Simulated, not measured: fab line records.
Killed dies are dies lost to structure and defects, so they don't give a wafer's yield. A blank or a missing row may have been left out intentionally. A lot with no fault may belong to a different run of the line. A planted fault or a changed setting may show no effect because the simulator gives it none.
Commonality check across tools :: flow sky130 :: Sample size 12 lots and 36 wafers

== WHY IT WAS OPENED ==
2 of 12 lots carry a flag on the reading VT_ADJUST_LVTN_TW at SKY_VT_ADJUST_LVTN_TW_MEAS_10. Fault-free wafers read 240.6, with a standard deviation of 1.2.
Rule: a lot is flagged in two cases, either no wafer of it has a number, or all its wafers with numbers fall more than 4 standard deviations from that mean. The rest of the lots are taken to be sound.

lot: L443
measured: day 7 08:16
on: film_metro-04
VT_ADJUST_LVTN_TW, wafer by wafer: 239.4 239.8 239.1
flag: 

lot: L444
measured: day 7 09:46
on: film_metro-04
VT_ADJUST_LVTN_TW, wafer by wafer: 239.9 239.3 239.9
flag: 

lot: L447
measured: day 8 09:58
on: film_metro-02
VT_ADJUST_LVTN_TW, wafer by wafer: 242.7 242.5 241.5
flag: 

lot: L448
measured: day 8 15:04
on: film_metro-04
VT_ADJUST_LVTN_TW, wafer by wafer: 240.6 239.7 241.2
flag: 

lot: L450
measured: day 9 03:07
on: film_metro-04
VT_ADJUST_LVTN_TW, wafer by wafer: 240.7 239.5 241.5
flag: 

lot: L451
measured: day 9 07:19
on: film_metro-02
VT_ADJUST_LVTN_TW, wafer by wafer: 241.2 240.2 241.7
flag: 

lot: L452
measured: day 9 15:07
on: film_metro-02
VT_ADJUST_LVTN_TW, wafer by wafer: 260.6 262.4 260.7
flag: FLAGGED

lot: L453
measured: day 9 21:11
on: film_metro-01
VT_ADJUST_LVTN_TW, wafer by wafer: 259.0 259.7 259.1
flag: FLAGGED

lot: L462
measured: day 12 13:01
on: film_metro-01
VT_ADJUST_LVTN_TW, wafer by wafer: 242.1 240.5 239.0
flag: 

lot: L463
measured: day 12 22:25
on: film_metro-01
VT_ADJUST_LVTN_TW, wafer by wafer: 239.5 240.9 240.6
flag: 

lot: L464
measured: day 13 03:04
on: film_metro-02
VT_ADJUST_LVTN_TW, wafer by wafer: 243.9 243.2 242.7
flag: 

lot: L465
measured: day 13 10:35
on: film_metro-01
VT_ADJUST_LVTN_TW, wafer by wafer: 238.1 238.9 239.8
flag: 
On average the flagged lots' numbers are 260.2, which is +19.7 against the usual, or +16 standard deviations.

== EACH LOT AND THE TOOL IT RAN ON ==
The record holds 3 process steps before the reading, out of a route of 708 steps. In each cell: the tool, then ch and the chambers that the sampled wafers went through, then the start.
lot: L443
flag: 
SKY_FIELD_ISO_CMP_27: cmp-02 ch 1,2,3, day 2 16:47
SKY_VT_ADJUST_LVTN_IMPLANT_08: implanter-02 ch 0, day 7 08:01
SKY_VT_ADJUST_LVTN_STRIP_09: plasma_asher-04 ch 0,1, day 7 08:10

lot: L444
flag: 
SKY_FIELD_ISO_CMP_27: cmp-02 ch 2,3, day 2 18:49
SKY_VT_ADJUST_LVTN_IMPLANT_08: implanter-04 ch 0, day 7 09:31
SKY_VT_ADJUST_LVTN_STRIP_09: plasma_asher-04 ch 0, day 7 09:40

lot: L447
flag: 
SKY_FIELD_ISO_CMP_27: cmp-01 ch 0,2,3, day 3 12:42
SKY_VT_ADJUST_LVTN_IMPLANT_08: implanter-04 ch 0, day 8 09:43
SKY_VT_ADJUST_LVTN_STRIP_09: plasma_asher-03 ch 0,1, day 8 09:52

lot: L448
flag: 
SKY_FIELD_ISO_CMP_27: cmp-02 ch 0,1,3, day 3 17:17
SKY_VT_ADJUST_LVTN_IMPLANT_08: implanter-04 ch 0, day 8 14:49
SKY_VT_ADJUST_LVTN_STRIP_09: plasma_asher-01 ch 0,1, day 8 14:58

lot: L450
flag: 
SKY_FIELD_ISO_CMP_27: cmp-02 ch 0,2,3, day 4 03:13
SKY_VT_ADJUST_LVTN_IMPLANT_08: implanter-04 ch 0, day 9 02:53
SKY_VT_ADJUST_LVTN_STRIP_09: plasma_asher-04 ch 0,1, day 9 03:01

lot: L451
flag: 
SKY_FIELD_ISO_CMP_27: cmp-01 ch 0,1, day 4 07:33
SKY_VT_ADJUST_LVTN_IMPLANT_08: implanter-04 ch 0, day 9 07:04
SKY_VT_ADJUST_LVTN_STRIP_09: plasma_asher-04 ch 0, day 9 07:13

lot: L452
flag: FLAGGED
SKY_FIELD_ISO_CMP_27: cmp-01 ch 0,1,2, day 4 13:17
SKY_VT_ADJUST_LVTN_IMPLANT_08: implanter-04 ch 0, day 9 14:52
SKY_VT_ADJUST_LVTN_STRIP_09: plasma_asher-01 ch 0,1, day 9 15:01

lot: L453
flag: FLAGGED
SKY_FIELD_ISO_CMP_27: cmp-02 ch 0,1,3, day 4 17:41
SKY_VT_ADJUST_LVTN_IMPLANT_08: implanter-04 ch 0, day 9 20:58
SKY_VT_ADJUST_LVTN_STRIP_09: plasma_asher-04 ch 0,1, day 9 21:05

lot: L462
flag: 
SKY_FIELD_ISO_CMP_27: cmp-02 ch 2,3, day 6 20:34
SKY_VT_ADJUST_LVTN_IMPLANT_08: implanter-01 ch 0, day 12 12:48
SKY_VT_ADJUST_LVTN_STRIP_09: plasma_asher-01 ch 0,1, day 12 12:56

lot: L463
flag: 
SKY_FIELD_ISO_CMP_27: cmp-02 ch 1,3, day 7 03:29
SKY_VT_ADJUST_LVTN_IMPLANT_08: implanter-04 ch 0, day 12 22:11
SKY_VT_ADJUST_LVTN_STRIP_09: plasma_asher-01 ch 0,1, day 12 22:19

lot: L464
flag: 
SKY_FIELD_ISO_CMP_27: cmp-02 ch 0,1,3, day 7 08:49
SKY_VT_ADJUST_LVTN_IMPLANT_08: implanter-04 ch 0, day 13 02:49
SKY_VT_ADJUST_LVTN_STRIP_09: plasma_asher-04 ch 0,1, day 13 02:58

lot: L465
flag: 
SKY_FIELD_ISO_CMP_27: cmp-01 ch 0,2,3, day 7 10:16
SKY_VT_ADJUST_LVTN_IMPLANT_08: implanter-04 ch 0, day 13 10:21
SKY_VT_ADJUST_LVTN_STRIP_09: plasma_asher-04 ch 0,1, day 13 10:28
What these steps do:
- SKY_FIELD_ISO_CMP_27: polishes, stops on Si3N4, t overpolish 16 s, target thk 457.8 nm.
- SKY_VT_ADJUST_LVTN_IMPLANT_08
- SKY_VT_ADJUST_LVTN_STRIP_09: strips in O2/N2.
- SKY_VT_ADJUST_LVTN_TW_MEAS_10

== FLAGGED AGAINST TOTAL, ONE TOOL AT A TIME (gauges that did the reading follow at the end) ==
step: SKY_FIELD_ISO_CMP_27
tool: cmp-01
lots run: 4
flagged: 1
share of the flagged lots: some
sound lots run after its first flagged lot: 1 (L465)

step: SKY_FIELD_ISO_CMP_27
tool: cmp-02
lots run: 8
flagged: 1
share of the flagged lots: some
sound lots run after its first flagged lot: 3 (L462,L463,L464)

step: SKY_VT_ADJUST_LVTN_IMPLANT_08
tool: implanter-01
lots run: 1
flagged: 0
share of the flagged lots: none
sound lots run after its first flagged lot: -

step: SKY_VT_ADJUST_LVTN_IMPLANT_08
tool: implanter-02
lots run: 1
flagged: 0
share of the flagged lots: none
sound lots run after its first flagged lot: -

step: SKY_VT_ADJUST_LVTN_IMPLANT_08
tool: implanter-04
lots run: 10
flagged: 2
share of the flagged lots: all
sound lots run after its first flagged lot: 3 (L463,L464,L465)

step: SKY_VT_ADJUST_LVTN_STRIP_09
tool: plasma_asher-01
lots run: 4
flagged: 1
share of the flagged lots: some
sound lots run after its first flagged lot: 2 (L462,L463)

step: SKY_VT_ADJUST_LVTN_STRIP_09
tool: plasma_asher-03
lots run: 1
flagged: 0
share of the flagged lots: none
sound lots run after its first flagged lot: -

step: SKY_VT_ADJUST_LVTN_STRIP_09
tool: plasma_asher-04
lots run: 7
flagged: 1
share of the flagged lots: some
sound lots run after its first flagged lot: 2 (L464,L465)

step: SKY_VT_ADJUST_LVTN_TW_MEAS_10
tool: film_metro-01
lots run: 4
flagged: 1
share of the flagged lots: some
sound lots run after its first flagged lot: 3 (L462,L463,L465)

step: SKY_VT_ADJUST_LVTN_TW_MEAS_10
tool: film_metro-02
lots run: 4
flagged: 1
share of the flagged lots: some
sound lots run after its first flagged lot: 1 (L464)

step: SKY_VT_ADJUST_LVTN_TW_MEAS_10
tool: film_metro-04
lots run: 4
flagged: 0
share of the flagged lots: none
sound lots run after its first flagged lot: -

== WHAT THE TABLE ALLOWS ==
Rows of the table that ran each flagged lot: 1, that is implanter-04 at SKY_VT_ADJUST_LVTN_IMPLANT_08.
- implanter-04 at SKY_VT_ADJUST_LVTN_IMPLANT_08: 2 of its 10 lots flagged. After the first flagged lot (L463, L464, L465), sound lots still ran on it; a lasting fault on the whole tool would not permit that. Its own readings lie more than 4 standard deviations out on every wafer of the flagged lots: dose_ions_cm2, faraday_current_uA.
There is no row in the table that ran each flagged lot and no sound lot after the first.

== WHAT HAD BEEN PUT IN BY THE SIMULATOR ==
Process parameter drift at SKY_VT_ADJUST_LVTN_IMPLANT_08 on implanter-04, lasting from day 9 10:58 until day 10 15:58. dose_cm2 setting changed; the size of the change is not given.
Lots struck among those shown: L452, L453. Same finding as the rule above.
